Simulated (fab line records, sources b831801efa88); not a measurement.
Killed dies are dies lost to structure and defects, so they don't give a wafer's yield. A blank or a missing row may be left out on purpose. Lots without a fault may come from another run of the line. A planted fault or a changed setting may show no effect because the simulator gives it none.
fab line records | flow sfq_line
record lots=7 wafers=21 last_day=94
route steps=325 shown I3@137 M4@148
lots that met no fault: from a run of the same line without faults
start_h: hours from the record's first day to the start of the lot's first wafer shown | wait_h: hours since the lot's step before | " the same as in the row above | L1.1+2: a row that stands for several wafers | - no value, or no start given | * or withheld: withheld | < > ~ a bound
route shown NAME@n: a module of which the file shows steps, and the number in the route of the first | usual: mean/standard deviation of fault-free wafers | same: alike in all rows | chamber/n: place in a boat | sites: the reading at each site | _std_site: their standard deviation | _edge_site: outer sites' mean less inner sites' | radius_mm: how far each site lies from the wafer's centre | mask NAME#n: copy n | behind: the tool/chamber that last shaped the wafer | hold: why the lot was held/for how many hours/how that ended | device: the transistor (n, p or np) that didn't switch | end of line: the same wafers' tests at the end of the route | a step without rows: its recipe alone | killed: dies lost to structure and defects at the first sort, not the wafer's yield | map: a wafer's dies, x killed, . not, _ none there
set.NAME: the setting as run; set.NAME@STEP: as run at that earlier step | model.NAME: the simulator's own value behind a step, which no gauge read
lots at some steps of the route; a table a step, a row a wafer
services: from which hour (start_h, from the record's first day; less than 0 if before it) a tool's chamber was out of use, for how many hours, and why
## steps
# step SFQ_TRILAYER_I3_VIA_LITHO_COAT_090
# recipe resist=BARC spin_rpm=3000 resist_thk_nm=62
# step SFQ_TRILAYER_I3_VIA_LITHO_COAT_085
# recipe resist=KrF spin_rpm=3000 resist_thk_nm=650
# step SFQ_TRILAYER_I3_VIA_LITHO_SOFTBAKE_089
# recipe temp_c=withheld time_s=withheld resist=KrF
# step SFQ_TRILAYER_I3_VIA_LITHO_EXPOSE_086
# recipe mask_id=I3 na=0.6 source_shape=conventional sigma_outer=0.65 target_cd_nm=500 dose_mj=21.3
# step SFQ_TRILAYER_I3_VIA_LITHO_PEB_088
# recipe peb_temp_c=115 peb_time_s=60 resist=KrF
# step SFQ_TRILAYER_I3_VIA_LITHO_DEVELOP_087
# recipe time_s=60 resist=KrF
# step SFQ_I3_OVL_MEAS_923
# usual I3_OVL=0/6.4
# columns lot.wafer tool chamber start_h wait_h I3_OVL[nm]
L247.1 overlay-02 - 753.05 0.1 1
L247.3 " - " " 5
L247.4 " - " " -10
L258.1 overlay-02 - 934.36 0.1 10
L258.2 " - " " 5
L258.3 " - " " 5
L263.2 overlay-02 - 974.35 0.1 -12
L263.3 " - " " -17
L263.4 " - " " -13
L264.3 overlay-02 - 979.15 0.1 -3
L264.4 " - " " -3
L264.6 " - " " -4
L267.4 overlay-02 - 998.52 0.1 2
L267.5 " - " " 10
L267.6 " - " " -1
L269.2 overlay-01 - 1012.21 0.1 -1
L269.3 " - " " 2
L269.4 " - " " -3
L270.2 overlay-01 - 1029.01 0.1 -4
L270.3 " - " " -10
L270.6 " - " " -4
# step SFQ_TRILAYER_I3_VIA_BARC_OPEN_VIA_ETCH_121
# recipe mask_material=PR chemistry=O2 target_depth_nm=125 target=BARC source_w=500 bias_w=80 pressure_mtorr=30 time_s=41.7
# usual drypump_motor_current_A=5.6/0.37 oes_product_au=0.685/0.0048
# columns lot.wafer tool chamber start_h wait_h drypump_motor_current_A oes_product_au rf_hours_counter_h
L247.1 rie_diel-03 2 753.09 0.0 5.7 0.683 15
L247.3 " 0 " " 5.9 0.684 14
L247.4 " 1 " " 5.8 0.688 2
L258.1 rie_diel-03 3 934.40 0.0 5.1 0.684 9
L258.2 " 1 " " 5.8 0.678 5
L258.3 " 2 " " 5.6 0.689 18
L263.2 rie_diel-01 1 974.38 0.0 6.1 0.679 1
L263.3 " 2 " " 5.6 0.687 8
L263.4 " 0 " " 5.2 0.683 -
L264.3 rie_diel-01 1 979.18 0.0 6.1 0.687 1
L264.4 " 0 " " 5.2 0.679 -
L264.6 " 2 " " 5.6 0.685 -
L267.4 rie_diel-03 3 998.56 0.0 5.1 0.681 -
L267.5 " 0 " " 5.9 0.679 -
L267.6 " 1 " " 5.8 0.687 -
L269.2 rie_diel-01 3 1012.24 0.0 5.9 0.685 1
L269.3 " 0 " " 5.2 0.685 15
L269.4 " 1 " " 6.1 0.677 3
L270.2 rie_diel-04 1 1029.04 0.0 5.2 0.686 1
L270.3 " 2 " " 6.0 0.687 4
L270.6 " 2 " " 6.0 0.683 -
# step SFQ_TRILAYER_I3_VIA_ETCH_VIA_ETCH_088
# recipe target=SiO2 stop_on=Nb mask_material=PR taper_deg=20 chemistry=CHF3 target_depth_nm=260 source_w=500 bias_w=80 pressure_mtorr=30 time_s=withheld
# usual drypump_motor_current_A=5.6/0.38 oes_product_au=0.856/0.0058
# columns lot.wafer tool chamber start_h wait_h drypump_motor_current_A oes_product_au
L247.1 rie_diel-03 2 753.13 0.0 5.6 0.851
L247.3 " 0 " " 5.9 0.851
L247.4 " 1 " " 5.8 0.847
L258.1 rie_diel-03 3 934.44 0.0 5.1 0.857
L258.2 " 1 " " 5.8 0.856
L258.3 " 2 " " 5.6 0.862
L263.2 rie_diel-01 1 974.42 0.0 6.1 0.863
L263.3 " 2 " " 5.6 0.852
L263.4 " 0 " " 5.2 0.857
L264.3 rie_diel-01 1 979.22 0.0 6.1 0.854
L264.4 " 0 " " 5.2 0.851
L264.6 " 2 " " 5.6 0.856
L267.4 rie_diel-03 3 998.63 0.1 5.1 0.863
L267.5 " 0 " " 5.9 0.853
L267.6 " 1 " " 5.8 0.857
L269.2 rie_diel-01 3 1012.28 0.0 5.9 0.853
L269.3 " 0 " " 5.2 0.849
L269.4 " 1 " " 6.1 0.858
L270.2 rie_diel-04 1 1029.08 0.0 5.1 0.854
L270.3 " 2 " " 6.0 0.852
L270.6 " 2 " " 6.0 0.852
# step SFQ_TRILAYER_I3_VIA_STRIP_STRIP_089
# recipe gas=O2 power_w=200 platen_temp_c=40 overash_fraction=0.65 chemistry=O2 pressure_mtorr=50
# usual drypump_motor_current_A=6.1/0.36 oes_product_au=0.994/0.01
# columns lot.wafer tool chamber start_h wait_h drypump_motor_current_A oes_product_au rf_hours_counter_h
L247.1 rie_metal-01 0 753.24 - 6.6 1.003 158
L247.3 " 0 " " 6.6 0.989 -
L247.4 " 0 " " 6.6 0.995 -
L258.1 rie_metal-01 1 934.55 - 6.2 0.986 25
L258.2 " 0 " " 6.5 0.994 17
L258.3 " 0 " " 6.5 1.000 -
L263.2 rie_metal-03 1 974.53 - 5.8 0.991 148
L263.3 " 0 " " 5.9 0.989 -
L263.4 " 1 " " 5.7 1.001 -
L264.3 rie_metal-01 1 979.53 - 6.2 0.973 -
L264.4 " 0 " " 6.6 0.999 -
L264.6 " 1 " " 6.2 0.987 -
L267.4 rie_metal-03 0 998.89 - 5.9 0.999 -
L267.5 " 0 " " 5.9 0.995 -
L267.6 " 1 " " 5.7 0.999 -
L269.2 rie_metal-01 1 1012.40 - 6.2 0.979 33
L269.3 " 0 " " 6.6 0.997 -
L269.4 " 1 " " 6.2 0.989 -
L270.2 rie_metal-04 1 1029.20 - 6.6 0.994 96
L270.3 " 0 " " 5.6 1.004 -
L270.6 " 1 " " 6.6 0.998 -
# step SFQ_TRILAYER_I3_VIA_STRIP_SOLV_CLEAN_090
# recipe chemistry=NMP temp_c=70 time_s=600
# step SFQ_TRILAYER_M4_DEP_PRE_CLEAN_092
# recipe gas=Ar time_s=22.5 bias_v=250
# step SFQ_TRILAYER_M4_DEP_SPUTTER_091
# recipe material=Nb base_pressure_pa=1.33e-06 chamber_pressure_pa=0.1333 substrate_temp_c=20 resputter_cathode_voltage_v=400 target_thk_nm=200 power_w=2000 time_s=133.3
# usual cathode_dc_power_W=2000.0/0.38 throttle_valve_pct=29.6/0.87
# columns lot.wafer tool chamber start_h wait_h cathode_dc_power_W throttle_valve_pct
L247.1 pvd_sputter-06 - 754.64 0.0 1999.7 29.8
L247.3 " - " " 2000.1 28.7
L247.4 " - " " 2000.6 29.4
L258.1 pvd_sputter-04 - 935.36 0.0 1999.6 30.9
L258.2 " - " " 2000.1 30.5
L258.3 " - " " 2000.0 28.2
L263.2 pvd_sputter-03 - 975.33 0.0 2000.4 29.0
L263.3 " - " " 1999.6 29.7
L263.4 " - " " 2000.0 29.8
L264.3 pvd_sputter-04 - 980.13 0.0 1999.5 30.7
L264.4 " - " " 1999.8 27.9
L264.6 " - " " 2000.0 28.8
L267.4 pvd_sputter-04 - 999.49 0.0 1999.8 29.0
L267.5 " - " " 1999.9 30.7
L267.6 " - " " 2000.1 29.0
L269.2 pvd_sputter-03 - 1013.40 0.0 1999.6 29.3
L269.3 " - " " 2000.5 29.9
L269.4 " - " " 2000.4 29.9
L270.2 pvd_sputter-04 - 1030.00 0.0 1999.7 30.5
L270.3 " - " " 2000.1 28.9
L270.6 " - " " 1999.9 28.8
# step SFQ_M4_RS_MEAS_924
# recipe thk_meas_gauge=four-point-probe reads=Nb_of_TRILAYER_M4_DEP_SPUTTER_091
# usual M4_NB_RS=0.886/0.0098
# columns lot.wafer tool chamber start_h wait_h M4_NB_RS[ohm/sq]
L247.1 film_metro-04 - 754.73 0.0 0.889
L247.3 " - " " 0.876
L247.4 " - " " 0.887
L258.1 film_metro-04 - 935.45 0.0 0.873
L258.2 " - " " 0.875
L258.3 " - " " 0.876
L263.2 film_metro-03 - 975.44 0.1 0.892
L263.3 " - " " 0.895
L263.4 " - " " 0.883
L264.3 film_metro-04 - 980.26 0.1 1.227
L264.4 " - " " 1.249
L264.6 " - " " 1.253
L267.4 film_metro-04 - 999.64 0.1 1.259
L267.5 " - " " 1.238
L267.6 " - " " 1.247
L269.2 film_metro-02 - 1013.51 0.1 0.903
L269.3 " - " " 0.902
L269.4 " - " " 0.891
L270.2 film_metro-04 - 1030.11 0.1 1.244
L270.3 " - " " 1.265
L270.6 " - " " 1.255
# step SFQ_TRILAYER_M4_LITHO_COAT_098
# recipe resist=BARC spin_rpm=3000 resist_thk_nm=62
# step SFQ_TRILAYER_M4_LITHO_COAT_093
# recipe resist=KrF spin_rpm=3000 resist_thk_nm=600
# step SFQ_TRILAYER_M4_LITHO_SOFTBAKE_097
# recipe temp_c=withheld time_s=withheld resist=KrF
# step SFQ_TRILAYER_M4_LITHO_EXPOSE_094
# recipe mask_id=M4 na=0.6 source_shape=conventional sigma_outer=0.65 target_cd_nm=500 dose_mj=14.4
# step SFQ_TRILAYER_M4_LITHO_PEB_096
# recipe peb_temp_c=115 peb_time_s=60 resist=KrF
# step SFQ_TRILAYER_M4_LITHO_DEVELOP_095
# recipe time_s=60 resist=KrF
# step SFQ_M4_OVL_MEAS_926
# usual M4_OVL=-3/5.3
# columns lot.wafer tool chamber start_h wait_h M4_OVL[nm]
L247.1 overlay-01 - 899.56 0.1 0
L247.3 " - " " 2
L247.4 " - " " 10
L258.1 overlay-02 - 1089.38 0.1 -3
L258.2 " - " " -2
L258.3 " - " " -1
L263.2 overlay-01 - 1120.72 0.1 -5
L263.3 " - " " -5
L263.4 " - " " -2
L264.3 overlay-01 - 1123.13 0.1 -1
L264.4 " - " " 3
L264.6 " - " " 3
L267.4 overlay-01 - 1150.73 0.1 -10
L267.5 " - " " -13
L267.6 " - " " -6
L269.2 overlay-01 - 1158.47 0.1 1
L269.3 " - " " -1
L269.4 " - " " -1
L270.2 overlay-02 - 1171.67 0.1 -5
L270.3 " - " " -7
L270.6 " - " " 2
# step SFQ_TRILAYER_M4_BARC_OPEN_METAL_ETCH_123
# recipe mask_material=PR chemistry=O2 target_depth_nm=125 target=BARC icp_w=600 bias_w=80 pressure_mtorr=10 time_s=41.7
# usual drypump_motor_current_A=5.6/0.6 oes_product_au=0.685/0.0046
# columns lot.wafer tool chamber start_h wait_h drypump_motor_current_A oes_product_au rf_hours_counter_h
L247.1 rie_metal-03 1 899.60 0.0 5.8 0.682 139
L247.3 " 0 " " 5.9 0.688 -
L247.4 " 1 " " 5.7 0.686 -
L258.1 rie_metal-02 0 1089.42 0.0 4.6 0.686 48
L258.2 " 1 " " 5.3 0.689 26
L258.3 " 1 " " 5.3 0.683 -
L263.2 rie_metal-04 0 1120.75 0.0 5.6 0.684 14
L263.3 " 0 " " 5.6 0.688 -
L263.4 " 1 " " 6.6 0.688 -
L264.3 rie_metal-02 1 1123.17 0.0 5.2 0.683 -
L264.4 " 0 " " 4.7 0.674 -
L264.6 " 0 " " 4.7 0.677 -
L267.4 rie_metal-04 1 1150.77 0.0 6.6 0.675 -
L267.5 " 0 " " 5.6 0.682 -
L267.6 " 1 " " 6.6 0.689 -
L269.2 rie_metal-02 0 1158.50 0.0 4.6 0.686 57
L269.3 " 0 " " 4.6 0.684 -
L269.4 " 1 " " 5.2 0.687 -
L270.2 rie_metal-02 1 1171.70 0.0 5.3 0.688 37
L270.3 " 1 " " 5.3 0.689 -
L270.6 " 0 " " 4.6 0.678 -
# step SFQ_TRILAYER_M4_ETCH_METAL_ETCH_096
# recipe target=Nb stop_on=SiO2 mask_material=PR chemistry=Cl2/Ar target_depth_nm=240 icp_w=600 bias_w=80 pressure_mtorr=10 time_s=120
# usual drypump_motor_current_A=5.6/0.6 oes_product_au=0.897/0.0069
# columns lot.wafer tool chamber start_h wait_h drypump_motor_current_A oes_product_au rf_hours_counter_h
L247.1 rie_metal-03 1 899.66 0.0 5.7 0.894 139
L247.3 " 0 " " 5.9 0.897 -
L247.4 " 1 " " 5.7 0.896 -
L258.1 rie_metal-02 0 1089.48 0.0 4.6 0.902 48
L258.2 " 1 " " 5.3 0.901 26
L258.3 " 1 " " 5.3 0.907 -
L263.2 rie_metal-04 0 1120.81 0.0 5.6 0.886 14
L263.3 " 0 " " 5.6 0.893 -
L263.4 " 1 " " 6.6 0.903 -
L264.3 rie_metal-02 1 1123.25 0.1 5.2 0.789 -
L264.4 " 0 " " 4.6 0.790 -
L264.6 " 0 " " 4.6 0.784 -
L267.4 rie_metal-04 1 1150.85 0.1 6.6 0.778 -
L267.5 " 0 " " 5.6 0.788 -
L267.6 " 1 " " 6.6 0.791 -
L269.2 rie_metal-02 0 1158.56 0.0 4.6 0.894 57
L269.3 " 0 " " 4.6 0.882 -
L269.4 " 1 " " 5.2 0.896 -
L270.2 rie_metal-02 1 1171.76 0.0 5.3 0.785 37
L270.3 " 1 " " 5.3 0.782 -
L270.6 " 0 " " 4.6 0.789 -
# step SFQ_TRILAYER_M4_STRIP_STRIP_097
# recipe gas=O2 power_w=200 platen_temp_c=40 overash_fraction=0.65 chemistry=O2 pressure_mtorr=50
# usual drypump_motor_current_A=5.6/0.6 oes_product_au=1.001/0.0094
# columns lot.wafer tool chamber start_h wait_h drypump_motor_current_A oes_product_au rf_hours_counter_h
L247.1 rie_metal-03 1 899.79 0.1 5.7 1.014 139
L247.3 " 0 " " 5.9 1.007 -
L247.4 " 1 " " 5.7 1.001 -
L258.1 rie_metal-02 0 1089.60 0.1 4.6 0.981 48
L258.2 " 1 " " 5.3 0.999 26
L258.3 " 1 " " 5.2 1.004 -
L263.2 rie_metal-04 0 1120.94 0.1 5.6 1.024 14
L263.3 " 0 " " 5.6 1.021 -
L263.4 " 1 " " 6.6 0.999 -
L264.3 rie_metal-02 1 1123.54 0.2 5.3 0.998 -
L264.4 " 0 " " 4.6 0.994 -
L264.6 " 0 " " 4.6 0.984 -
L267.4 rie_metal-04 1 1151.14 0.2 6.6 0.997 -
L267.5 " 0 " " 5.6 1.025 -
L267.6 " 1 " " 6.6 1.003 -
L269.2 rie_metal-02 0 1158.69 0.1 4.6 0.991 57
L269.3 " 0 " " 4.6 1.014 -
L269.4 " 1 " " 5.3 0.995 -
L270.2 rie_metal-02 1 1171.89 0.1 5.2 0.986 37
L270.3 " 1 " " 5.2 0.982 -
L270.6 " 0 " " 4.7 0.993 -
## services
# columns tool chamber start_h hours kind
rie_metal-02 0 732.77 3.9 repair
rie_metal-04 - 769.99 0.4 repair
rie_metal-03 - 787.32 2.5 repair
rie_diel-03 3 793.37 4.6 repair
rie_diel-01 2 801.39 4.4 repair
rie_metal-02 - 826.05 9.1 repair
rie_diel-03 0 867.91 12.7 repair
rie_diel-01 - 873.26 2.8 pm
rie_metal-04 - 883.18 0.6 repair
rie_diel-01 - 898.48 0.6 repair
rie_metal-02 - 925.10 0.3 repair
rie_diel-01 - 936.42 0.7 repair
rie_diel-03 2 944.10 13.0 repair
rie_metal-04 1 958.72 2.3 repair
rie_metal-02 - 959.84 2.8 pm
rie_diel-03 - 976.03 15.6 pm
rie_diel-03 2 995.19 45.3 repair
rie_diel-01 - 1024.21 0.5 repair
rie_metal-03 0 1034.49 25.3 repair
rie_diel-03 0 1061.89 4.8 repair
rie_diel-01 3 1079.30 5.1 repair
rie_diel-03 1 1091.41 4.3 repair
rie_metal-02 - 1093.56 1.4 pm
rie_metal-02 0 1151.12 2.0 repair
## key
first_sign step=SFQ_M4_RS_MEAS_924 reading=M4_NB_RS direction=up sigmas=37 usual=0.886 struck=1.248
effect step=SFQ_TRILAYER_M4_ETCH_METAL_ETCH_096 reading=oes_product_au direction=down sigmas=16 usual=0.897 struck=0.786
met_at SFQ_TRILAYER_M4_DEP_SPUTTER_091
struck_wafers L264.3,L264.4,L264.6,L267.4,L267.5,L267.6,L270.2,L270.3,L270.6
onset_between 935.36 980.13
fault kind=site_profile_drift tool=pvd_sputter-04 chamber=- onset_h=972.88 steps=SFQ_TRILAYER_M4_DEP_SPUTTER_091 basis=fraction max_abs_drift=0.48195 slope_share_per_hr=107.1 site_pattern=0,0,0,0,0,-1,-1,-1,-1
